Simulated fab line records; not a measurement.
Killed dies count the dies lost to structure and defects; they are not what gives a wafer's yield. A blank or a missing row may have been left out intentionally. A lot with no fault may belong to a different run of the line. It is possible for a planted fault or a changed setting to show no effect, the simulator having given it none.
The tool behind it: which one? | flow gf180mcu | 6 lots, 18 wafers sampled, at 2 steps of a route of 602

== WHAT EACH GAUGE READ, for each wafer ==
GF_MVPSD_TW_MEAS_11.
lot  | measured     | on           | MVPSD_TW
L341 | day 5 13:07  | filmMetro-02 | 556.2 554.8 556.7
L346 | day 6 18:35  | filmMetro-01 | 551.8 551.9 551.9
L354 | day 8 16:34  | filmMetro-02 | 554.1 552.8 553.3
L358 | day 9 17:28  | filmMetro-04 | 568.4 563.7 564.7
L360 | day 10 04:50 | filmMetro-04 | 547.4 548.1 552.5
L362 | day 10 17:28 | filmMetro-02 | 554.2 551.5 552.5

== EACH LOT AND THE TOOL THAT RAN IT (in order: tool; ch and the chambers of the sampled wafers; start) ==
lot  | GF_MVPSD_IMPLANT_09
L341 | implanter-02 ch 0, day 5 12:52
L346 | implanter-03 ch 0, day 6 18:20
L354 | implanter-03 ch 0, day 8 16:20
L358 | implanter-03 ch 0, day 9 17:14
L360 | implanter-02 ch 0, day 10 04:36
L362 | implanter-04 ch 0, day 10 17:13
- GF_MVPSD_IMPLANT_09

== THE ANSWER, worked out from the rows above alone ==
Rule: usual is defined by the lots themselves. Put in order of their means at a reading, lots are off if they are a third of the lots or fewer, leave a main group of 4 or more, and stand apart from it by a gap of 3 or more times the standard deviation of the main group's means; of several such gaps the widest counts. A main group whose means are all the same, to the digits that the tables above print for the reading, isn't used. A lot without any number at a reading at which 4 lots or more have one is off too. Where the step has rows for the other lots, those lots are counted as sound.
Off: at GF_MVPSD_TW_MEAS_11 (MVPSD_TW), L358. The main group has a mean of 552.6 with a standard deviation of 2.1.
A tool fits if, at a process step before that reading, it ran every lot that is off, and no sound lot after the first of them. The gauges at GF_MVPSD_TW_MEAS_11 are tried like those tools. One fits: implanter-03 at GF_MVPSD_IMPLANT_09. A fault onset in the window from L354 (day 8 16:20, its last sound lot) to L358 (day 9 17:14, its first lot off) fits.

== WHAT HAD BEEN PUT IN BY THE SIMULATOR ==
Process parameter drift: implanter-03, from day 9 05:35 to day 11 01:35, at GF_MVPSD_IMPLANT_09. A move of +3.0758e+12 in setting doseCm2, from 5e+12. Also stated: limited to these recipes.
Struck lots among those shown: L358. The rule given above showed the same thing.
